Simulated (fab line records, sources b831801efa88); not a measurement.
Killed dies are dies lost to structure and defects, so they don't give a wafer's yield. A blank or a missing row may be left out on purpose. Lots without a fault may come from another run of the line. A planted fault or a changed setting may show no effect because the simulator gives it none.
fab line records | flow sky130
record lots=13 wafers=39 last_day=50
route steps=708 shown METAL3@571 VIA4@650 METAL5@676 PAD_OPEN@708
lots that met no fault: from a run of the same line without faults
start_h: hours from the record's first day to the start of the lot's first wafer shown | wait_h: hours since the lot's step before | " the same as in the row above | L1.1+2: a row that stands for several wafers | - no value, or no start given | * or withheld: withheld | < > ~ a bound
route shown NAME@n: a module of which the file shows steps, and the number in the route of the first | usual: mean/standard deviation of fault-free wafers | same: alike in all rows | chamber/n: place in a boat | sites: the reading at each site | _std_site: their standard deviation | _edge_site: outer sites' mean less inner sites' | radius_mm: how far each site lies from the wafer's centre | mask NAME#n: copy n | behind: the tool/chamber that last shaped the wafer | hold: why the lot was held/for how many hours/how that ended | device: the transistor (n, p or np) that didn't switch | end of line: the same wafers' tests at the end of the route | a step without rows: its recipe alone | killed: dies lost to structure and defects at the first sort, not the wafer's yield | map: a wafer's dies, x killed, . not, _ none there
set.NAME: the setting as run; set.NAME@STEP: as run at that earlier step | model.NAME: the simulator's own value behind a step, which no gauge read
steps of the route over a sample of lots; a table a step, a row a wafer
services: from which hour (start_h, from the record's first day; less than 0 if before it) a tool's chamber was out of use, for how many hours, and why
## steps
# step SKY_METAL3_CLEAN_21
# recipe chemistry=IPA time_s=180 temp_c=25
# columns lot.wafer tool chamber start_h wait_h
L781.1+4+6 wet_bench-04 0 870.53 0.0
L782.2+3+4 wet_bench-01 2 897.28 0.0
L785.2+3+6 wet_bench-04 3 939.73 0.0
L786.1+5+6 wet_bench-03 3 944.72 0.0
L788.2+5+6 wet_bench-01 3 965.51 0.0
L794.2+3+6 wet_bench-01 0 1032.38 0.0
L796.3+4+6 wet_bench-03 0 1033.58 0.0
L793.1+3+5 wet_bench-04 0 1035.99 0.0
L795.1+3+5 wet_bench-04 1 1036.73 0.0
L799.2+3+5 wet_bench-03 2 1038.04 0.0
L800.1+3+6 wet_bench-01 0 1039.62 0.0
L802.2+3+6 wet_bench-03 3 1069.03 0.0
L804.1+4+6 wet_bench-01 0 1075.48 0.0
# step SKY_VIA4_OVL_MEAS_11
# usual VIA4_OVL=-0.4/1.3
# columns lot.wafer tool chamber start_h wait_h VIA4_OVL[nm]
L781.1 overlay-01 - 975.56 0.1 -3.0
L781.4 " - " " -1.5
L781.6 " - " " -0.5
L782.2 overlay-01 - 1000.36 0.1 -1.6
L782.3 " - " " 0.1
L782.4 " - " " -0.2
L785.2 overlay-01 - 1038.67 0.1 -2.2
L785.3 " - " " -0.9
L785.6 " - " " -1.8
L786.1 overlay-02 - 1043.61 0.1 -0.3
L786.5 " - " " -1.4
L786.6 " - " " 0.5
L788.2 overlay-01 - 1063.46 0.1 0.7
L788.5 " - " " 1.6
L788.6 " - " " -0.2
L794.2 overlay-02 - 1119.71 0.1 -3.7
L794.3 " - " " -2.2
L794.6 " - " " -2.0
L796.3 overlay-01 - 1122.12 0.1 0.1
L796.4 " - " " 0.1
L796.6 " - " " 1.2
L793.1 overlay-01 - 1123.06 0.1 0.6
L793.3 " - " " 0.0
L793.5 " - " " 0.5
L795.1 overlay-02 - 1124.01 0.1 0.0
L795.3 " - " " 2.0
L795.5 " - " " 0.7
L799.2 overlay-01 - 1125.07 0.1 -1.3
L799.3 " - " " -0.7
L799.5 " - " " -0.8
L800.1 overlay-02 - 1125.72 0.1 0.1
L800.3 " - " " -0.3
L800.6 " - " " 0.2
L802.2 overlay-01 - 1151.81 0.1 -2.0
L802.3 " - " " -0.2
L802.6 " - " " -1.7
L804.1 overlay-02 - 1156.86 0.1 -1.6
L804.4 " - " " -1.8
L804.6 " - " " -0.8
# step SKY_VIA4_RS_MEAS_19
# recipe thk_meas_gauge=four-point-probe reads=W_of_VIA4_CVD_18+TiN_of_VIA4_SPUTTER_17
# usual VIA4_W_RS=0.2258/0.0029
# columns lot.wafer tool chamber start_h wait_h VIA4_W_RS[ohm/sq]
L781.1 film_metro-03 - 976.49 0.1 0.2225
L781.4 " - " " 0.2280
L781.6 " - " " 0.2248
L782.2 film_metro-01 - 1001.29 0.1 0.2297
L782.3 " - " " 0.2291
L782.4 " - " " 0.2317
L785.2 film_metro-03 - 1039.60 0.1 0.2283
L785.3 " - " " 0.2282
L785.6 " - " " 0.2289
L786.1 film_metro-03 - 1044.56 0.1 0.2220
L786.5 " - " " 0.2244
L786.6 " - " " 0.2226
L788.2 film_metro-03 - 1064.39 0.1 0.2264
L788.5 " - " " 0.2282
L788.6 " - " " 0.2230
L794.2 film_metro-04 - 1120.70 0.1 0.2272
L794.3 " - " " 0.2300
L794.6 " - " " 0.2280
L796.3 film_metro-01 - 1123.45 0.1 0.2218
L796.4 " - " " 0.2263
L796.6 " - " " 0.2229
L793.1 film_metro-04 - 1124.05 0.1 0.2254
L793.3 " - " " 0.2196
L793.5 " - " " 0.2238
L795.1 film_metro-01 - 1124.96 0.1 0.2286
L795.3 " - " " 0.2294
L795.5 " - " " 0.2292
L799.2 film_metro-04 - 1126.01 0.1 0.2239
L799.3 " - " " 0.2284
L799.5 " - " " 0.2230
L800.1 film_metro-04 - 1126.68 0.1 0.2227
L800.3 " - " " 0.2220
L800.6 " - " " 0.2239
L802.2 film_metro-04 - 1152.75 0.1 0.2277
L802.3 " - " " 0.2264
L802.6 " - " " 0.2266
L804.1 film_metro-03 - 1157.77 0.1 0.2218
L804.4 " - " " 0.2261
L804.6 " - " " 0.2211
# step SKY_METAL5_METAL_ETCH_15
# recipe target_depth_a=12600 stop_on=SiO2 over_etch_frac=0.2 time_s=252 chemistry=Cl2/BCl3 resist_sidewall_deg=86 pressure_mtorr=10 icp_w=900 bias_w=48.5 Cl2_flow_sccm=60 bcl3_flow_sccm=30
# usual drypump_motor_current_A=5.6/0.46 oes_product_au=0.894/0.0048 throttle_valve_pct=22.264/0.0086
# columns lot.wafer tool chamber start_h wait_h drypump_motor_current_A oes_product_au rf_hours_counter_h throttle_valve_pct
L781.1 rie_metal-02 1 1001.16 0.0 5.1 0.896 8 22.261
L781.4 " 1 " " 5.1 0.889 - 22.262
L781.6 " 0 " " 5.7 0.893 - 22.259
L782.2 rie_metal-03 1 1024.70 0.0 5.2 0.890 8 22.258
L782.3 " 1 " " 5.1 0.899 - 22.257
L782.4 " 0 " " 6.0 0.893 - 22.262
L785.2 rie_metal-01 1 1062.66 0.0 5.2 0.895 17 22.267
L785.3 " 1 " " 5.2 0.898 - 22.250
L785.6 " 0 " " 6.3 0.897 - 22.258
L786.1 rie_metal-03 0 1066.51 0.0 6.0 0.892 14 22.262
L786.5 " 0 " " 6.0 0.888 - 22.283
L786.6 " 1 " " 5.2 0.897 - 22.283
L788.2 rie_metal-03 0 1085.34 0.0 6.0 0.896 16 22.251
L788.5 " 1 " " 5.2 0.898 - 22.269
L788.6 " 0 " " 6.0 0.891 - 22.263
L794.2 rie_metal-01 0 1139.31 0.0 6.3 0.883 20 22.250
L794.3 " 1 " " 5.2 0.896 - 22.279
L794.6 " 0 " " 6.3 0.891 - 22.256
L796.3 rie_metal-01 1 1142.72 0.1 5.2 0.897 - 22.266
L796.4 " 0 " " 6.3 0.900 - 22.255
L796.6 " 1 " " 5.2 0.890 - 22.265
L793.1 rie_metal-01 1 1143.74 0.0 5.2 0.899 23 22.261
L793.3 " 0 " " 6.3 0.891 - 22.270
L793.5 " 0 " " 6.3 0.892 - 22.270
L795.1 rie_metal-02 0 1144.71 0.0 5.7 0.891 26 22.265
L795.3 " 0 " " 5.8 0.894 - 22.255
L795.5 " 1 " " 5.1 0.894 - 22.272
L799.2 rie_metal-02 0 1145.61 0.0 5.7 0.883 27 22.255
L799.3 " 1 " " 5.1 0.897 - 22.263
L799.5 " 0 " " 5.7 0.902 - 22.274
L800.1 rie_metal-03 0 1145.91 0.0 6.0 0.895 20 22.270
L800.3 " 1 " " 5.1 0.893 - 22.259
L800.6 " 0 " " 6.0 0.898 - 22.251
L802.2 rie_metal-02 1 1172.30 0.0 5.1 0.901 17 22.273
L802.3 " 1 " " 5.1 0.887 - 22.262
L802.6 " 0 " " 5.7 0.894 - 22.259
L804.1 rie_metal-01 0 1176.16 0.0 6.3 0.892 24 22.240
L804.4 " 1 " " 5.2 0.895 - 22.256
L804.6 " 1 " " 5.2 0.897 - 22.274
# step SKY_PAD_OPEN_PROBE_99
# usual defect_limited_yield=82.5/1.8 killed_at_M0_to_M3=43/6.6 killed_at_M4_up=3.2/1.8 killed_at_contacts=24/5 killed_at_front_end=15/4.5 killed_at_other=0.2/0.46 killed_dies=86/8.8 killed_open=48/6.6 killed_short=38/6.1 sort_bin_3_pad_short=0.8/0.42 sort_bin_5_function=10.4/1.4 sort_bin_6_memory=6.3/1 sort_n_pass=406/8.8 sort_yield_pct=82.5/1.8
# same gross_dies=492 killed_at_back_side=0 sort_bin_4_leakage[%]=0 sort_bin_8_speed[%]=0
# columns lot.wafer tool chamber start_h wait_h defect_limited_yield[%] killed_at_M0_to_M3 killed_at_M4_up killed_at_contacts killed_at_front_end killed_at_other killed_dies killed_open killed_short sort_bin_3_pad_short[%] sort_bin_5_function[%] sort_bin_6_memory[%] sort_n_pass sort_yield_pct[%]
L793.1 prober-02 - 1182.61 0.1 75.8 76 2 30 11 0 119 47 35 1.8 14.4 7.9 373 75.8
L793.3 prober-02 - 1182.71 0.2 74.2 78 2 30 17 0 127 50 37 1.0 16.1 8.7 365 74.2
L793.5 prober-02 - 1182.81 0.2 78.7 69 1 18 17 0 105 43 26 3.0 11.8 6.5 387 78.7
L795.1 prober-01 - 1183.26 0.1 76.0 86 1 23 8 0 118 43 36 2.4 15.4 6.1 374 76.0
L795.3 prober-01 - 1183.36 0.2 72.2 88 2 30 17 0 137 49 49 3.7 17.1 7.1 355 72.2
L795.5 prober-01 - 1183.46 0.2 73.8 86 4 29 10 0 129 58 30 2.2 16.9 7.1 363 73.8
# killed by level:class
L793.1 METAL3:unspecified=37 CONTACT:geometric_particle:open=11 VIA1:geometric_particle:open=9 LI_CONTACT:geometric_particle:open=8 LOCAL_INTERCONNECT:geometric_particle:short=5 CONTACT:geometric_particle:short=5 METAL1:geometric_particle:short=5 VIA3:geometric_particle:open=5
L793.3 METAL3:unspecified=40 VIA1:geometric_particle:open=14 LI_CONTACT:geometric_particle:open=8 CONTACT:geometric_particle:open=7 FIELD_ISO:geometric_particle:open=6 FIELD_ISO:geometric_particle:short=6 LOCAL_INTERCONNECT:geometric_particle:short=6 LI_CONTACT:geometric_particle:short=5
L793.5 METAL3:unspecified=36 CONTACT:geometric_particle:open=11 VIA2:geometric_particle:open=9 FIELD_ISO:geometric_particle:open=6 METAL1:geometric_particle:short=6 FIELD_ISO:geometric_particle:short=5 VIA1:geometric_particle:open=5 POLY_GATE:geometric_particle:open=4
L795.1 METAL3:unspecified=39 CONTACT:geometric_particle:open=10 VIA1:geometric_particle:short=8 LI_CONTACT:geometric_particle:open=8 VIA1:geometric_particle:open=8 VIA2:geometric_particle:open=7 METAL1:geometric_particle:short=5 METAL3:geometric_particle:short=5
L795.3 METAL3:unspecified=39 CONTACT:geometric_particle:open=12 VIA1:geometric_particle:open=9 METAL2:geometric_particle:short=7 CONTACT:geometric_particle:short=7 VIA2:geometric_particle:open=6 VIA1:geometric_particle:short=6 VIA3:geometric_particle:open=6
L795.5 METAL3:unspecified=41 CONTACT:geometric_particle:open=12 VIA1:geometric_particle:open=11 VIA2:geometric_particle:open=11 LI_CONTACT:geometric_particle:open=10 METAL2:geometric_particle:short=5 FIELD_ISO:geometric_particle:open=4 METAL1:geometric_particle:short=4
## services
# columns tool chamber start_h hours kind
wet_bench-04 - 874.37 29.7 pm
rie_metal-03 - 893.75 14.6 pm
rie_metal-03 - 957.29 10.0 pm
rie_metal-02 0 967.83 8.6 repair
rie_metal-02 1 985.34 6.1 repair
wet_bench-03 - 988.12 1.0 repair
wet_bench-01 - 991.57 1.7 repair
wet_bench-04 - 994.38 1.1 repair
rie_metal-03 - 1042.06 2.8 pm
rie_metal-02 1 1042.39 22.7 repair
rie_metal-02 - 1043.35 14.6 pm
wet_bench-03 - 1066.33 2.4 repair
rie_metal-02 - 1071.00 2.8 pm
rie_metal-01 - 1127.19 1.4 pm
## key
first_sign step=SKY_PAD_OPEN_PROBE_99 reading=killed_at_M0_to_M3 direction=up sigmas=5.7 usual=43 struck=80
effect step=SKY_PAD_OPEN_PROBE_99 reading=defect_limited_yield direction=down sigmas=4.2 usual=82.5 struck=75.1
met_at SKY_METAL3_CLEAN_21
struck_lots L793,L795
not_acting_at SKY_VIA4_OVL_MEAS_11,SKY_VIA4_RS_MEAS_19,SKY_METAL5_METAL_ETCH_15
onset_between 939.73 1035.99
fault kind=chamber_particle_source tool=wet_bench-04 chamber=- onset_h=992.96 steps=SKY_METAL3_CLEAN_21 rate_per_visit_cm2=0.37994 end_h=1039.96
